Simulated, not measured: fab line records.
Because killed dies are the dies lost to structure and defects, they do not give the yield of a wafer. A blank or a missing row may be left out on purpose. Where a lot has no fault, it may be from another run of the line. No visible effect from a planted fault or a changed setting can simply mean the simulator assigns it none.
Comparing a struck lot with a sound one / flow gf180mcu / 34 out of 602 route steps
Sound: wafers L515.3, L515.5, L515.6. Wafers struck: L514.2, L514.3, L514.6. The cause is given at the end.
For every step that has rows: the tool of each side, followed by ch and its chambers, followed by its first start. Under that, the readings that differ: sound wafers / struck wafers / difference of the means / sigmas: that difference in standard deviations of wafers without a fault.
alike: readings with means less than 2 such deviations apart, plus words and numbers identical on both sides. not compared: withheld readings, readings lacking a value on some wafer, bounds such as >300 that could conceal the same value, and numbers that have no deviation in the record and whose values overlap.
A row with sigmas, a row that says differs or no value, or rows on one side alone: a step with any of these is where the two part. Non-overlapping numbers with no deviation appear without sigmas and do not part them. Lack of a reading on every wafer of one side parts them only where that side has two or more wafers.

first, 1 step without rows for these wafers: GF_HV_LDD_CLEAN_51 (cleans in SC1/SC2, time 150 s).
GF_HV_LDD_RTA_52: time 10 s.
  sound on rtpAnneal-01 ch 0, day 15 03:12; struck on rtpAnneal-02 ch 0, day 14 17:23
  alike: lampPowerPct, wafer_temp_C_max
GF_HV_LDD_RS_MEAS_53: measurement is done with a four-point probe.
  sound on filmMetro-01 at day 15 03:17; struck on filmMetro-01 at day 14 17:28
  alike: HV_LDD_RS
then, 1 step without rows for these wafers: GF_HV_LDD_CVD_54 (deposits SiO2 from TEOS, target thk 10 nm, time 75 s).
GF_HV_LDD_THK_MEAS_55:
  sound on filmMetro-04 at day 15 04:25; struck on filmMetro-04 at day 14 18:36
reading=HV_LDD_CVD_54_THK (nm); sound=10.15 10.22 10.18; struck=9.80 9.87 9.93; difference=-0.32; sigmas=-2
then, 1 step without rows for these wafers: GF_HV_LDD_CVD_56 (deposits Si3N4 from DCS/NH3, target thk 90 nm, time 1543 s).
GF_HV_LDD_THK_MEAS_57:
  sound on filmMetro-01 at day 15 05:54; struck on filmMetro-04 at day 14 20:05
  alike: HV_LDD_CVD_56_THK
GF_HV_LDD_ETCHBACK_58: etches Si3N4 in CH3F/O2, stops on SiO2, time 100 s, target depth 90 nm.
  sound on rieDiel-03 ch 0,1, day 15 05:56; struck on rieDiel-04 ch 0,2, day 14 20:08
  alike: O2_flow_sccm, chamberPressureMTorr, drypumpMotorCurrentA, oesProductAu, throttleValvePct
  not compared: rfHoursCounterH
then, 4 steps without rows for these wafers: GF_NSD_DEHYDRATE_00 (time 60 s); GF_NSD_HMDS_01 (prime time 60 s); GF_NSD_COAT_02 (resist thk 1000 nm); GF_NSD_SOFTBAKE_03 (time 60 s).
GF_NSD_EXPOSE_04: exposes mask Nplus, target cd 400 nm.
  sound on ilineStepper-02 ch 0, day 15 16:49; struck on ilineStepper-02 ch 0, day 15 07:10
reading=mask; sound=Nplus#0 Nplus#0 Nplus#0; struck=Pplus#0 Pplus#0 Pplus#0; difference=differs; sigmas=
  alike: stageVelMmS
then, 2 steps without rows for these wafers: GF_NSD_PEB_05; GF_NSD_DEVELOP_06 (develop time 60 s).
GF_NSD_CD_MEAS_07 targets a cd of 400 nm.
  sound on cdSem-01 at day 16 03:40; struck on cdSem-02 at day 15 17:27
reading=cdNm (nm); sound=401.6 402.0 402.3; struck=- - -; difference=no value on the struck wafers; sigmas=
GF_NSD_OVL_MEAS_08:
  sound on overlay-01 at day 16 03:46; struck on overlay-01 at day 15 17:33
reading=NSD_OVL (nm); sound=-0.2 -1.1 -0.7; struck=- - -; difference=no value on the struck wafers; sigmas=
then, 2 steps without rows for these wafers: GF_NSD_IMPLANT_09; GF_NSD_IMPLANT_10.
GF_NSD_STRIP_11: strips in O2/N2.
  sound on plasmaAsher-01 ch 0,1, day 16 04:07; struck on plasmaAsher-01 ch 1, day 15 17:53
  alike: chamberPressureMTorr, drypumpMotorCurrentA, heaterPowerW, oesProductAu, platenTempC, stripTimeToEndpointS
  not compared: rfHoursCounterH
GF_NSD_TW_MEAS_12:
  sound on filmMetro-04 at day 16 04:12; struck on filmMetro-02 at day 15 17:59
reading=NSD_TW; sound=4232 4243 4243; struck=30 30 30; difference=-4209; sigmas=-65
then, 7 steps without rows for these wafers: GF_PSD_DEHYDRATE_00 (time 60 s); GF_PSD_HMDS_01 (prime time 60 s); GF_PSD_COAT_02 (resist thk 1000 nm); GF_PSD_SOFTBAKE_03 (time 60 s); GF_PSD_EXPOSE_04 (exposes mask Pplus, target cd 400 nm); GF_PSD_PEB_05; GF_PSD_DEVELOP_06 (develop time 60 s).
GF_PSD_CD_MEAS_07 targets a cd of 400 nm.
  sound on cdSem-02 at day 17 02:27; struck on cdSem-01 at day 16 15:54
reading=cdNm (nm); sound=393.2 395.5 395.6; struck=405.2 403.7 401.4; difference=+8.7; sigmas=+4
GF_PSD_OVL_MEAS_08:
  sound on overlay-01 at day 17 02:33; struck on overlay-02 at day 16 16:00
  alike: PSD_OVL
following that, these wafers have no rows for 1 step: GF_PSD_IMPLANT_09.
GF_PSD_STRIP_10: strips in O2/N2.
  sound on plasmaAsher-02 ch 0,1, day 17 02:45; struck on plasmaAsher-01 ch 1, day 16 16:11
  alike: chamberPressureMTorr, drypumpMotorCurrentA, heaterPowerW, oesProductAu, platenTempC, stripTimeToEndpointS
  not compared: rfHoursCounterH
GF_PSD_TW_MEAS_11:
  sound on filmMetro-02 at day 17 02:50; struck on filmMetro-04 at day 16 16:17
reading=PSD_TW; sound=3184 3188 3199; struck=4238 4217 4242; difference=+1042; sigmas=+19
then, 1 step without rows for these wafers: GF_PSD_CLEAN_12 (cleans in SC1/SC2, time 150 s).

WHERE THEY PART
At GF_HV_LDD_THK_MEAS_55 first; at GF_PSD_TW_MEAS_11 last (within this record only).

WHY: what had been put in by the simulator
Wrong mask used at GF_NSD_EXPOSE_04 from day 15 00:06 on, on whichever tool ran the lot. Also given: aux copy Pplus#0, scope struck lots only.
